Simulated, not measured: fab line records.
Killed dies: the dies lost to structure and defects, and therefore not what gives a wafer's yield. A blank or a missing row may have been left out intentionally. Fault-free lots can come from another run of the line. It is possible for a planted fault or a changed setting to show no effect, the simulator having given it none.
fab line records	flow sky130
record: lots: 12	wafers: 36	last-day: 50
route steps=708 shown NWELL@67 PWDE@84 VT_ADJUST_HVTP@93 PAD_OPEN@708
lots untouched by any fault: they come from a run of this same line in which no faults occurred
start-h: hours from the record's opening day to when the first of the lot's shown wafers began	wait-h: hours elapsed since this lot's preceding step	" same as the row above	L1.1+2: a row that stands for several wafers	- no value, or no start was given	* or withheld: withheld	< > ~ a bound
route shown NAME@n: a module of which the file shows steps, and the number in the route of the first	usual: mean/standard deviation taken from wafers without a fault	same: alike in all rows	chamber/n: place in a boat	sites: readings site by site	_std_site: standard deviation of those values	_edge_site: the outer-site mean with the inner-site mean subtracted	radius-mm: for every site, how far away it sits from the centre of the wafer	mask NAME#n: copy n	behind: the last tool/chamber to shape the wafer	hold: why the lot was held/for how many hours/how that ended	device: transistor that didn't switch, given as n, p or np	end of line: the route-end tests of the same wafers	for a step that has no rows: nothing shown but its recipe	killed: not the wafer's yield, but the dies lost to structure and defects at the first sort	map: the dies of a wafer, with x for killed, . for not killed, _ for no die there
set.NAME: setting as actually run; set.NAME@STEP: the setting as run at that earlier step	model.NAME: the simulator's own value behind a step, which no gauge read
a sample of lots followed through the steps of the route, with each step as a table and each wafer as a row
services: the hour from which a tool's chamber was out of use, counted from the record's first day as start-h (under 0 if before that day), plus the number of hours and why
== steps ==
step: SKY_NWELL_STRIP_14
recipe: chemistry: O2/N2	power-w: 1400	pressure-mtorr: 1500	platen-temp-c: withheld	o2-flow-sccm: 3000	n2-flow-sccm: 300	overash-fraction: 0.5
usual: drypump-motor-current-A: 5.9/0.51	oes-product-au: 0.723/0.0053	strip-time-to-endpoint-s: 36.98/0.094
lot.wafer	tool	chamber	start-h	wait-h	drypump-motor-current-A	oes-product-au	rf-hours-counter-h	strip-time-to-endpoint-s
L329.4	plasma-asher-04	0	86.80	0.1	6.2	0.724	-	37.02
L329.5	"	1	"	"	5.1	0.721	-	37.04
L329.6	"	0	"	"	6.2	0.724	-	36.99
L330.4	plasma-asher-04	1	93.72	0.1	5.1	0.721	-	36.98
L330.5	"	1	"	"	5.1	0.718	-	37.04
L330.6	"	0	"	"	6.1	0.723	-	37.02
L331.3	plasma-asher-03	0	100.10	0.1	5.5	0.729	-	37.01
L331.4	"	1	"	"	6.5	0.720	-	36.99
L331.6	"	1	"	"	6.5	0.725	-	37.06
L332.1	plasma-asher-02	0	104.69	0.1	5.4	0.731	43	37.07
L332.2	"	1	"	"	6.4	0.720	43	36.89
L332.3	"	0	"	"	5.4	0.726	-	37.09
L333.1	plasma-asher-03	1	108.51	0.1	6.5	0.719	23	37.12
L333.2	"	0	"	"	5.5	0.732	23	36.99
L333.4	"	1	"	"	6.4	0.720	-	37.12
L334.2	plasma-asher-02	0	116.79	0.1	5.4	0.727	44	36.89
L334.3	"	0	"	"	5.4	0.718	-	36.93
L334.6	"	0	"	"	5.5	0.713	-	36.90
L336.1	plasma-asher-04	1	128.09	0.1	5.1	0.713	47	36.88
L336.2	"	0	"	"	6.2	0.719	47	36.89
L336.6	"	1	"	"	5.1	0.723	-	36.93
L343.1	plasma-asher-02	0	169.12	0.1	5.4	0.730	50	36.93
L343.2	"	1	"	"	6.4	0.725	50	36.87
L343.3	"	0	"	"	5.4	0.724	-	36.78
L344.2	plasma-asher-02	0	173.51	0.1	5.4	0.727	51	36.85
L344.4	"	1	"	"	6.5	0.727	-	37.02
L344.6	"	0	"	"	5.5	0.727	-	37.00
L345.1	plasma-asher-03	1	186.47	0.1	6.5	0.718	29	37.15
L345.5	"	1	"	"	6.5	0.722	-	37.04
L345.6	"	0	"	"	5.5	0.722	-	37.16
L350.1	plasma-asher-04	1	224.29	0.1	5.1	0.720	58	36.96
L350.4	"	0	"	"	6.1	0.723	-	36.92
L350.5	"	1	"	"	5.1	0.723	-	36.88
L351.3	plasma-asher-03	0	231.40	0.1	5.5	0.726	-	36.92
L351.4	"	1	"	"	6.5	0.715	-	36.85
L351.5	"	0	"	"	5.5	0.721	-	36.85
step: SKY_NWELL_IMPLANT_24
recipe: species: B	energy-kev: 140	dose-cm2: 9.2e+12	tilt-deg: withheld
usual: dose-ions-cm2: 9.2e+12/9.1e+09	faraday-current-uA: 51.8/1.1
lot.wafer	tool	chamber	start-h	wait-h	dose-ions-cm2	faraday-current-uA
L329.4	implanter-01	0	103.96	0.1	9.198e+12	50.6
L329.5	"	0	"	"	9.188e+12	52.3
L329.6	"	0	"	"	9.185e+12	51.2
L330.4	implanter-01	0	111.16	0.1	9.198e+12	50.7
L330.5	"	0	"	"	9.18e+12	52.8
L330.6	"	0	"	"	9.193e+12	50.8
L331.3	implanter-04	0	118.72	0.1	9.207e+12	52.0
L331.4	"	0	"	"	9.198e+12	50.8
L331.6	"	0	"	"	9.205e+12	52.4
L332.1	implanter-03	0	123.01	0.0	9.209e+12	53.1
L332.2	"	0	"	"	9.184e+12	52.3
L332.3	"	0	"	"	9.192e+12	52.2
L333.1	implanter-03	0	127.29	0.0	9.195e+12	51.5
L333.2	"	0	"	"	9.205e+12	51.8
L333.4	"	0	"	"	9.199e+12	52.6
L334.2	implanter-03	0	134.85	0.0	9.193e+12	52.4
L334.3	"	0	"	"	9.197e+12	49.6
L334.6	"	0	"	"	9.205e+12	50.0
L336.1	implanter-04	0	145.26	0.0	9.185e+12	52.9
L336.2	"	0	"	"	9.201e+12	52.8
L336.6	"	0	"	"	9.186e+12	52.5
L343.1	implanter-04	0	190.61	0.0	4.5906e+13	253.5
L343.2	"	0	"	"	4.5909e+13	266.8
L343.3	"	0	"	"	4.5905e+13	250.5
L344.2	implanter-04	0	194.96	0.0	4.5919e+13	264.7
L344.4	"	0	"	"	4.5905e+13	256.1
L344.6	"	0	"	"	4.5922e+13	258.8
L345.1	implanter-04	0	208.21	0.0	4.5923e+13	263.1
L345.5	"	0	"	"	4.5918e+13	250.8
L345.6	"	0	"	"	4.5911e+13	263.9
L350.1	implanter-01	0	246.42	0.0	9.209e+12	53.5
L350.4	"	0	"	"	9.213e+12	50.9
L350.5	"	0	"	"	9.194e+12	52.2
L351.3	implanter-01	0	253.99	0.1	9.202e+12	49.5
L351.4	"	0	"	"	9.198e+12	53.3
L351.5	"	0	"	"	9.213e+12	51.9
step: SKY_NWELL_TW_MEAS_26
usual: NWELL_2_TW: 496/3.4
lot.wafer	tool	chamber	start-h	wait-h	NWELL_2_TW
L329.4	film-metro-04	-	104.17	0.1	501
L329.5	"	-	"	"	499
L329.6	"	-	"	"	497
L330.4	film-metro-03	-	111.37	0.1	497
L330.5	"	-	"	"	495
L330.6	"	-	"	"	494
L331.3	film-metro-01	-	118.94	0.1	492
L331.4	"	-	"	"	494
L331.6	"	-	"	"	494
L332.1	film-metro-03	-	123.26	0.1	496
L332.2	"	-	"	"	494
L332.3	"	-	"	"	498
L333.1	film-metro-01	-	127.54	0.1	494
L333.2	"	-	"	"	494
L333.4	"	-	"	"	491
L334.2	film-metro-03	-	135.08	0.1	495
L334.3	"	-	"	"	496
L334.6	"	-	"	"	495
L336.1	film-metro-03	-	145.51	0.1	494
L336.2	"	-	"	"	493
L336.6	"	-	"	"	494
L343.1	film-metro-04	-	190.86	0.1	829
L343.2	"	-	"	"	832
L343.3	"	-	"	"	828
L344.2	film-metro-01	-	195.20	0.1	813
L344.4	"	-	"	"	817
L344.6	"	-	"	"	820
L345.1	film-metro-04	-	208.46	0.1	830
L345.5	"	-	"	"	827
L345.6	"	-	"	"	829
L350.1	film-metro-04	-	246.67	0.1	499
L350.4	"	-	"	"	500
L350.5	"	-	"	"	499
L351.3	film-metro-04	-	254.21	0.1	497
L351.4	"	-	"	"	498
L351.5	"	-	"	"	499
step: SKY_NWELL_RS_MEAS_31
recipe: thk-meas-gauge: four-point-probe
usual: PWDE_RS: 5275/18
lot.wafer	tool	chamber	start-h	wait-h	PWDE_RS[ohm/sq]
L329.4	film-metro-04	-	104.65	0.1	5269
L329.5	"	-	"	"	5267
L329.6	"	-	"	"	5273
L330.4	film-metro-01	-	111.85	0.1	5253
L330.5	"	-	"	"	5272
L330.6	"	-	"	"	5273
L331.3	film-metro-01	-	119.41	0.1	5267
L331.4	"	-	"	"	5260
L331.6	"	-	"	"	5258
L332.1	film-metro-03	-	123.71	0.1	5304
L332.2	"	-	"	"	5295
L332.3	"	-	"	"	5285
L333.1	film-metro-03	-	127.99	0.1	5308
L333.2	"	-	"	"	5277
L333.4	"	-	"	"	5301
L334.2	film-metro-01	-	135.54	0.1	5273
L334.3	"	-	"	"	5270
L334.6	"	-	"	"	5282
L336.1	film-metro-01	-	145.96	0.1	5284
L336.2	"	-	"	"	5273
L336.6	"	-	"	"	5285
L343.1	film-metro-01	-	191.31	0.1	5272
L343.2	"	-	"	"	5266
L343.3	"	-	"	"	5257
L344.2	film-metro-01	-	195.66	0.1	5291
L344.4	"	-	"	"	5292
L344.6	"	-	"	"	5290
L345.1	film-metro-01	-	208.91	0.1	5286
L345.5	"	-	"	"	5279
L345.6	"	-	"	"	5271
L350.1	film-metro-01	-	247.12	0.1	5252
L350.4	"	-	"	"	5272
L350.5	"	-	"	"	5270
L351.3	film-metro-03	-	254.68	0.1	5292
L351.4	"	-	"	"	5315
L351.5	"	-	"	"	5305
step: SKY_VT_ADJUST_HVTP_OVL_MEAS_08
usual: VT_ADJUST_HVTP_OVL: 1.0/1.4
lot.wafer	tool	chamber	start-h	wait-h	VT_ADJUST_HVTP_OVL[nm]
L329.4	overlay-02	-	122.66	0.1	0.3
L329.5	"	-	"	"	0.8
L329.6	"	-	"	"	-0.4
L330.4	overlay-02	-	130.28	0.1	-0.7
L330.5	"	-	"	"	0.4
L330.6	"	-	"	"	-0.3
L331.3	overlay-02	-	136.82	0.1	0.2
L331.4	"	-	"	"	0.4
L331.6	"	-	"	"	0.6
L332.1	overlay-02	-	140.96	0.1	1.7
L332.2	"	-	"	"	3.4
L332.3	"	-	"	"	2.2
L333.1	overlay-02	-	145.12	0.1	0.1
L333.2	"	-	"	"	0.9
L333.4	"	-	"	"	-0.7
L334.2	overlay-02	-	155.36	0.1	0.0
L334.3	"	-	"	"	2.5
L334.6	"	-	"	"	0.0
L336.1	overlay-01	-	165.86	0.1	0.1
L336.2	"	-	"	"	1.0
L336.6	"	-	"	"	-0.3
L343.1	overlay-01	-	212.29	0.1	0.8
L343.2	"	-	"	"	2.2
L343.3	"	-	"	"	1.4
L344.2	overlay-01	-	216.33	0.1	1.2
L344.4	"	-	"	"	3.4
L344.6	"	-	"	"	4.5
L345.1	overlay-02	-	230.74	0.1	-0.2
L345.5	"	-	"	"	2.3
L345.6	"	-	"	"	0.0
L350.1	overlay-02	-	269.79	0.1	-1.3
L350.4	"	-	"	"	0.9
L350.5	"	-	"	"	0.1
L351.3	overlay-01	-	277.42	0.1	0.4
L351.4	"	-	"	"	1.0
L351.5	"	-	"	"	0.5
step: SKY_PAD_OPEN_PROBE_99
usual: killed_at_M0_to_M3: 43/5.9	killed_at_M4_up: 3.3/1.9	killed-at-contacts: 24/5.6	killed-at-front-end: 15/4.1	killed-at-other: 0.4/0.66	killed-dies: 86/9	killed-open: 47/6.9	killed-short: 39/6.2
same: gross-dies: 492	killed-at-back-side: 0
lot.wafer	tool	chamber	start-h	wait-h	killed_at_M0_to_M3	killed_at_M4_up	killed-at-contacts	killed-at-front-end	killed-at-other	killed-dies	killed-open	killed-short
L330.4	prober-02	-	1081.85	0.2	40	4	24	10	1	79	39	40
L330.5	prober-02	-	1081.90	0.2	41	4	30	14	0	89	46	42
L330.6	prober-02	-	1081.95	0.2	41	6	23	9	0	79	44	33
L331.3	prober-01	-	1087.10	0.2	49	2	30	20	1	102	58	43
L331.4	prober-01	-	1087.15	0.2	42	0	17	6	0	65	33	32
L331.6	prober-01	-	1087.25	0.2	53	4	28	18	0	103	58	42
killed by level:class
L330.4 CONTACT:geometric-particle:open=13 LOCAL_INTERCONNECT:geometric-particle:short=7 VIA1:geometric-particle:short=7 VIA3:geometric-particle:open=7 VIA2:geometric-particle:open=6 VIA1:geometric-particle:open=5 METAL2:geometric-particle:short=4 VIA2:geometric-particle:short=4
L330.5 CONTACT:geometric-particle:open=9 VIA3:geometric-particle:open=8 LI_CONTACT:geometric-particle:short=6 LI_CONTACT:geometric-particle:open=6 POLY_GATE:geometric-particle:open=5 POLY_GATE:geometric-particle:short=5 METAL1:geometric-particle:short=5 CONTACT:geometric-particle:short=5
L330.6 CONTACT:geometric-particle:open=7 LI_CONTACT:geometric-particle:open=7 VIA3:geometric-particle:open=7 VIA1:geometric-particle:open=6 VIA2:geometric-particle:open=6 LOCAL_INTERCONNECT:geometric-particle:short=5 METAL2:geometric-particle:short=4 VIA3:geometric-particle:short=4
L331.3 VIA1:geometric-particle:open=15 CONTACT:geometric-particle:open=13 VIA3:geometric-particle:open=10 FIELD_ISO:geometric-particle:short=9 LOCAL_INTERCONNECT:geometric-particle:short=8 VIA2:geometric-particle:open=8 CONTACT:geometric-particle:short=5 METAL2:geometric-particle:short=5
L331.4 VIA1:geometric-particle:short=9 CONTACT:geometric-particle:open=8 VIA1:geometric-particle:open=8 VIA3:geometric-particle:open=7 VIA2:geometric-particle:short=5 LOCAL_INTERCONNECT:geometric-particle:short=3 CONTACT:geometric-particle:short=3 METAL1:geometric-particle:open=3
L331.6 LI_CONTACT:geometric-particle:open=13 METAL2:geometric-particle:short=11 VIA1:geometric-particle:open=11 VIA3:geometric-particle:open=9 CONTACT:geometric-particle:open=7 LOCAL_INTERCONNECT:geometric-particle:short=4 METAL1:geometric-particle:short=4 VIA1:geometric-particle:short=4
== services ==
tool	chamber	start-h	hours	kind
plasma-asher-03	-	67.44	12.2	repair
implanter-03	-	100.15	3.2	pm
implanter-04	-	130.86	0.6	repair
implanter-04	-	137.60	2.5	pm
plasma-asher-04	-	147.06	3.0	repair
plasma-asher-03	-	150.54	28.1	pm
implanter-03	-	162.18	0.6	repair
plasma-asher-02	-	176.08	14.5	repair
implanter-03	-	179.08	0.5	repair
implanter-04	-	226.71	21.7	pm
== key ==
first-sign: step: SKY_NWELL_IMPLANT_24	reading: dose-ions-cm2	direction: up	sigmas: 99+	usual: *	struck: *
effect: step: SKY_NWELL_IMPLANT_24	reading: faraday-current-uA	direction: up	sigmas: 99+	usual: 51.8	struck: 258.7
effect: step: SKY_NWELL_TW_MEAS_26	reading: NWELL_2_TW	direction: up	sigmas: 96	usual: 496	struck: 825
met-at SKY_NWELL_IMPLANT_24
struck-lots L343,L344,L345
tester-left-out L343,L344,L345
not-acting-at SKY_NWELL_STRIP_14,SKY_NWELL_RS_MEAS_31,SKY_VT_ADJUST_HVTP_OVL_MEAS_08
onset-between 145.26 190.61
fault: kind: process-parameter-drift	tool: implanter-04	chamber: -	onset-h: 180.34	steps: SKY_NWELL_IMPLANT_24	channel: dose-cm2	offset: *	shape: step	end-h: 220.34	acts-in: *	stated: *
tester-left-out: of these lots the tester's yield and bins aren't shown, on N5 and GAA mostly nor the transistor test; their killed dies are dies lost to structure and defects alone, not to doping, threshold or leakage, so they don't give the yield
